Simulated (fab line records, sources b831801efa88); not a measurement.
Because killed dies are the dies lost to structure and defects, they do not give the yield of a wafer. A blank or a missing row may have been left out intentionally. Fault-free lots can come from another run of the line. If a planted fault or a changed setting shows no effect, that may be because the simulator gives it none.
fab line records    flow sky130
record: lots: 6  wafers: 16  lastDay: 50
route steps=708 shown POLY_GATE@218
lots that met no fault: taken from a fault-free run of the same line
startH: hours from the record's opening day to when the first of the lot's shown wafers began    waitH: how many hours have passed since the lot's step before this one    " same as the row above    L1.1+2: a row that stands for several wafers    - no value, or no start was given    * or withheld: withheld    < > ~ a bound
route shown NAME@n: names a module that has steps shown in the file, with the first one's number in the route    usual: mean/standard deviation taken from wafers without a fault    same: alike in all rows    chamber/n: place in a boat    sites: each site's reading    _std_site: standard deviation across them    _edge_site: the outer-site mean with the inner-site mean subtracted    radiusMm: how far each site lies from the wafer's centre    mask NAME#n: copy n    behind: tool/chamber where the wafer was last shaped    hold: why the lot went on hold/how many hours it stayed there/how the hold came to an end    device: transistor that didn't switch, given as n, p or np    end of line: the route-end tests of the same wafers    for a step that has no rows: nothing shown but its recipe    killed: dies lost to structure and defects at the first sort, not the wafer's yield    map: shows each die of a wafer: x if killed, . if not, _ if none is there
set.NAME: the setting as run; set.NAME@STEP: as run at that earlier step    model.NAME: the simulator's own value behind a step, which no gauge read
a table for each step, a row for each wafer; lots at some steps of the route
services: from which hour (startH, from the record's first day; less than 0 if before it) a tool's chamber was out of use, for how many hours, and why
== steps ==
step: SKY_POLY_GATE_THK_MEAS_04
recipe: reads: Si3N4_of_POLY_GATE_CVD_03
usual: POLY_GATE_CVD_03_THK: 75.8/0.73
lot.wafer  tool          chamber  startH  waitH  POLY_GATE_CVD_03_THK[nm]
L132.1     filmMetro-02  -        368.81  0.0    74.0
L132.3     "             -        "       "      74.1
L132.5     "             -        "       "      74.5
L140.2     filmMetro-02  -        459.75  0.0    75.2
L140.4     "             -        "       "      75.6
L140.6     "             -        "       "      75.3
L146.2     filmMetro-02  -        501.52  0.0    76.0
L146.5     "             -        "       "      76.3
L147.2     filmMetro-02  -        509.25  0.0    76.5
L147.3     "             -        "       "      76.0
L149.1     filmMetro-02  -        522.89  0.0    75.7
L149.2     "             -        "       "      75.2
L149.6     "             -        "       "      75.5
L150.3     filmMetro-04  -        525.64  0.0    75.2
L150.5     "             -        "       "      76.0
L150.6     "             -        "       "      75.0
step: SKY_POLY_GATE_DEHYDRATE_05
recipe: tempC: 200  timeS: 60
step: SKY_POLY_GATE_HMDS_06
recipe: primeTimeS: 60  primeTempC: 120
step: SKY_POLY_GATE_COAT_07
recipe: resist: BARC  tempC: withheld  timeS: withheld  spinRpm: 3000  resistThkNm: 110
step: SKY_POLY_GATE_COAT_08
recipe: resist: KrF-thick  spinRpm: 3000  resistThkNm: 450
step: SKY_POLY_GATE_SOFTBAKE_09
recipe: tempC: 100  timeS: 90  resist: KrF-thick
step: SKY_POLY_GATE_EXPOSE_10
recipe: maskId: P1M  na: 0.68  sourceShape: conventional  sigmaOuter: 0.6  targetCdNm: 150  doseMj: 28
step: SKY_POLY_GATE_PEB_11
recipe: pebTempC: withheld  pebTimeS: withheld  resist: KrF-thick
step: SKY_POLY_GATE_DEVELOP_12
recipe: developTimeS: 60  resist: KrF-thick  devTempC: 21
step: SKY_POLY_GATE_CD_MEAS_13
recipe: targetCdNm: 150
usual: cdNm: 149.7/1.7
lot.wafer  tool      chamber  startH  waitH  cdNm
L132.1     cdSem-02  -        397.53  -      148.0
L132.3     "         -        "       "      149.8
L132.5     "         -        "       "      148.7
L140.2     cdSem-02  -        490.68  -      148.7
L140.4     "         -        "       "      149.1
L140.6     "         -        "       "      149.5
L146.2     cdSem-02  -        531.77  -      147.4
L146.5     "         -        "       "      146.8
L147.2     cdSem-02  -        538.82  -      151.2
L147.3     "         -        "       "      150.1
L149.1     cdSem-02  -        552.65  -      150.1
L149.2     "         -        "       "      150.5
L149.6     "         -        "       "      150.7
L150.3     cdSem-01  -        555.60  -      150.1
L150.5     "         -        "       "      149.2
L150.6     "         -        "       "      150.1
step: SKY_POLY_GATE_OVL_MEAS_14
usual: POLY_GATE_OVL: 2/5.8
lot.wafer  tool        chamber  startH  waitH  POLY_GATE_OVL[nm]
L132.1     overlay-01  -        397.65  0.1    1
L132.3     "           -        "       "      3
L132.5     "           -        "       "      4
L140.2     overlay-01  -        490.79  0.1    4
L140.4     "           -        "       "      2
L140.6     "           -        "       "      2
L146.2     overlay-01  -        531.88  0.1    7
L146.5     "           -        "       "      3
L147.2     overlay-02  -        538.93  0.1    10
L147.3     "           -        "       "      1
L149.1     overlay-02  -        552.77  0.1    2
L149.2     "           -        "       "      2
L149.6     "           -        "       "      4
L150.3     overlay-01  -        555.70  0.1    -2
L150.5     "           -        "       "      10
L150.6     "           -        "       "      -3
step: SKY_POLY_GATE_ETCH_15
recipe: chemistry: N2/H2  target: BARC  ionEnergyEv: 200  sourceW: 500  biasW: 100  pressureMtorr: 30  n2FlowSccm: 100  h2FlowSccm: 200  stopOn: SiO2  timeS: 118.5  targetDepthA: 1100
usual: drypumpMotorCurrentA: 5.8/0.35  oesProductAu: 0.716/0.0047  throttleValvePct: 13.213/0.009
lot.wafer  tool        chamber  startH  waitH  drypumpMotorCurrentA  oesProductAu  rfHoursCounterH  throttleValvePct
L132.1     rieDiel-03  1        397.68  0.0    5.8                   0.706         41               13.212
L132.3     "           2        "       "      6.2                   0.715         4                13.228
L132.5     "           2        "       "      6.3                   0.712         -                13.219
L140.2     rieDiel-01  1        490.82  0.0    5.4                   0.710         10               13.209
L140.4     "           0        "       "      5.7                   0.713         16               13.211
L140.6     "           1        "       "      5.4                   0.712         -                13.209
L146.2     rieDiel-01  0        531.91  0.0    5.7                   0.719         17               13.217
L146.5     "           3        "       "      5.8                   0.710         -                13.211
L147.2     rieDiel-01  0        538.96  0.0    5.7                   0.719         17               13.204
L147.3     "           3        "       "      5.8                   0.718         6                13.229
L149.1     rieDiel-04  2        552.81  0.0    5.4                   0.706         10               13.217
L149.2     "           3        "       "      6.3                   0.711         5                13.214
L149.6     "           1        "       "      6.1                   0.711         -                13.232
L150.3     rieDiel-04  2        555.72  0.0    5.4                   0.718         10               13.232
L150.5     "           0        "       "      5.6                   0.702         -                13.212
L150.6     "           1        "       "      6.1                   0.716         -                13.200
step: SKY_POLY_GATE_ETCH_16
recipe: stopOn: poly-Si  chemistry: CH3F/O2  target: Si3N4  sourceW: 400  biasW: 80  pressureMtorr: 25  ch3fFlowSccm: 40  O2_flow_sccm: 30  timeS: 147.5  targetDepthA: 750
usual: drypumpMotorCurrentA: 5.8/0.35  oesProductAu: 0.643/0.005  throttleValvePct: 10.535/0.0087
lot.wafer  tool        chamber  startH  waitH  drypumpMotorCurrentA  oesProductAu  rfHoursCounterH  throttleValvePct  model.KrF-thick_of_POLY_GATE_COAT_08.thkNm
L132.1     rieDiel-03  1        397.77  0.0    5.8                   0.635         41               10.546            238.3
L132.3     "           2        "       "      6.3                   0.639         4                10.543            238
L132.5     "           2        "       "      6.2                   0.641         -                10.554            237.5
L140.2     rieDiel-01  1        490.90  0.0    5.4                   0.641         10               10.534            236.3
L140.4     "           0        "       "      5.7                   0.643         16               10.535            235
L140.6     "           1        "       "      5.4                   0.644         -                10.517            236
L146.2     rieDiel-01  0        531.99  0.0    5.7                   0.643         17               10.524            271.3
L146.5     "           3        "       "      5.8                   0.655         -                10.529            234.1
L147.2     rieDiel-01  0        539.04  0.0    5.7                   0.644         17               10.549            274
L147.3     "           3        "       "      5.8                   0.644         6                10.541            235.3
L149.1     rieDiel-04  2        552.89  0.0    5.4                   0.641         10               10.549            238.4
L149.2     "           3        "       "      6.3                   0.644         5                10.533            236.9
L149.6     "           1        "       "      6.0                   0.644         -                10.523            236.8
L150.3     rieDiel-04  2        555.80  0.0    5.3                   0.642         10               10.531            238.2
L150.5     "           0        "       "      5.5                   0.644         -                10.536            238.6
L150.6     "           1        "       "      6.1                   0.643         -                10.538            235.7
step: SKY_POLY_GATE_ETCH_17
recipe: targetDepthNm: 180  stopOn: SiO2  overEtchFrac: 0.56667  chemistry: HBr/Cl2  target: poly-Si  icpW: 400  biasW: 100  pressureMtorr: 10  HBr_flow_sccm: 150  Cl2_flow_sccm: 50  timeS: 70.5
usual: drypumpMotorCurrentA: 5.9/0.49  oesProductAu: 0.987/0.0077  throttleValvePct: 33.684/0.01
lot.wafer  tool      chamber  startH  waitH  drypumpMotorCurrentA  oesProductAu  rfHoursCounterH  throttleValvePct  model.KrF-thick_of_POLY_GATE_COAT_08.thkNm
L132.1     rieSi-01  3        397.86  0.0    5.7                   0.976         0.7              33.682            144.3
L132.3     "         0        "       "      5.6                   0.977         0.2              33.680            144.6
L132.5     "         0        "       "      5.6                   0.977         -                33.672            144.1
L140.2     rieSi-01  1        491.00  0.0    6.1                   0.988         1.1              33.682            141.2
L140.4     "         2        "       "      6.8                   0.985         5.6              33.680            141.1
L140.6     "         0        "       "      5.6                   0.982         -                33.672            141.1
L146.2     rieSi-02  3        532.09  0.0    6.2                   0.998         2.0              33.684            177.7
L146.5     "         3        "       "      6.2                   0.984         -                33.691            141.2
L147.2     rieSi-02  3        539.14  0.0    6.1                   0.977         2.1              33.681            181.1
L147.3     "         0        "       "      5.0                   0.991         2.5              33.676            142.1
L149.1     rieSi-01  3        552.99  0.0    5.6                   0.993         1.5              33.686            143.1
L149.2     "         2        "       "      6.8                   0.984         5.7              33.687            143.6
L149.6     "         0        "       "      5.6                   0.982         -                33.684            142.9
L150.3     rieSi-02  2        555.90  0.0    6.3                   0.999         6.1              33.697            144.1
L150.5     "         1        "       "      5.9                   0.996         -                33.690            143.2
L150.6     "         2        "       "      6.3                   1.002         -                33.682            140.8
step: SKY_POLY_GATE_STRIP_18
recipe: chemistry: O2/N2  powerW: 1400  pressureMtorr: 1500  platenTempC: withheld  o2FlowSccm: 3000  n2FlowSccm: 300  overashFraction: 0.5
usual: drypumpMotorCurrentA: 5.53/0.25  oesProductAu: 0.362/0.0046  stripTimeToEndpointS: 3.19/0.036
lot.wafer  tool            chamber  startH  waitH  drypumpMotorCurrentA  oesProductAu  rfHoursCounterH  stripTimeToEndpointS
L132.1     plasmaAsher-01  1        397.92  0.0    5.84                  0.362         71               3.23
L132.3     "               0        "       "      5.32                  0.368         -                3.22
L132.5     "               1        "       "      5.86                  0.367         -                3.21
L140.2     plasmaAsher-01  1        491.06  0.0    5.85                  0.358         6                3.17
L140.4     "               1        "       "      5.85                  0.352         -                3.17
L140.6     "               0        "       "      5.33                  0.359         -                3.17
L146.2     plasmaAsher-01  0        532.15  0.0    5.37                  0.376         10               3.58
L146.5     "               1        "       "      5.83                  0.366         -                3.16
L147.2     plasmaAsher-03  0        539.20  0.0    5.37                  0.378         71               3.63
L147.3     "               1        "       "      5.21                  0.363         -                3.19
L149.1     plasmaAsher-04  1        553.05  0.0    5.85                  0.359         42               3.20
L149.2     "               0        "       "      5.69                  0.367         42               3.21
L149.6     "               1        "       "      5.87                  0.360         -                3.20
L150.3     plasmaAsher-01  1        555.99  0.1    5.83                  0.362         -                3.20
L150.5     "               1        "       "      5.83                  0.359         -                3.17
L150.6     "               0        "       "      5.35                  0.359         -                3.18
step: SKY_POLY_GATE_CLEAN_19
recipe: chemistry: SC1/SC2  mix: 1:4:20  tempC: 70  timeS: 150  dry: n2Spin
== services ==
tool            chamber  startH  hours  kind
plasmaAsher-04  -        378.63  2.5    repair
rieSi-01        1        397.76  5.3    repair
rieSi-02        -        401.03  2.8    pm
plasmaAsher-03  -        410.43  0.5    repair
plasmaAsher-01  -        421.25  9.0    pm
plasmaAsher-01  0        421.25  9.0    ventCycle
plasmaAsher-01  1        421.25  9.0    ventCycle
plasmaAsher-01  0        430.25  -      clean
plasmaAsher-01  1        430.25  -      clean
rieDiel-01      2        440.81  7.2    repair
rieDiel-03      -        452.73  28.1   pm
rieDiel-01      2        452.91  6.2    repair
plasmaAsher-04  -        457.94  5.8    repair
rieSi-01        1        460.38  2.1    repair
rieDiel-01      0        464.20  2.3    repair
rieDiel-01      2        476.11  5.0    repair
rieDiel-01      1        502.12  6.7    repair
rieDiel-03      0        509.10  6.4    repair
rieSi-02        -        516.72  1.4    repair
rieDiel-03      0        520.96  -      clean
rieDiel-03      0        520.96  26.2   scheduledDown
rieSi-01        -        530.30  14.6   pm
rieSi-01        2        546.82  2.5    repair
rieDiel-03      3        552.55  4.1    repair
== key ==
firstSign: step: SKY_POLY_GATE_STRIP_18  reading: stripTimeToEndpointS  direction: up  sigmas: 12  usual: *  struck: *
effect: step: SKY_POLY_GATE_STRIP_18  reading: oesProductAu  direction: up  sigmas: 3.4  usual: 0.362  struck: 0.377
modelEffect: step: SKY_POLY_GATE_ETCH_16  value: KrF-thick_of_POLY_GATE_COAT_08.thkNm  without: 234.5  struck: 272.6
modelEffect: step: SKY_POLY_GATE_ETCH_17  value: KrF-thick_of_POLY_GATE_COAT_08.thkNm  without: 141.2  struck: 179.4
metAt SKY_POLY_GATE_ETCH_16
struckWafers L146.2,L147.2
testerLeftOut L146,L147
onsetBetween 490.90 531.99
fault: kind: processParameterDrift  tool: rieDiel-01  chamber: -  onsetH: 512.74  steps: SKY_POLY_GATE_ETCH_16  channel: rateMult  offset: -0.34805  shape: step  endH: 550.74  scope: struckWafersOnly
testerLeftOut: of these lots the tester's yield and bins aren't shown, on N5 and GAA mostly nor the transistor test; their killed dies are dies lost to structure and defects alone, not to doping, threshold or leakage, so they don't give the yield
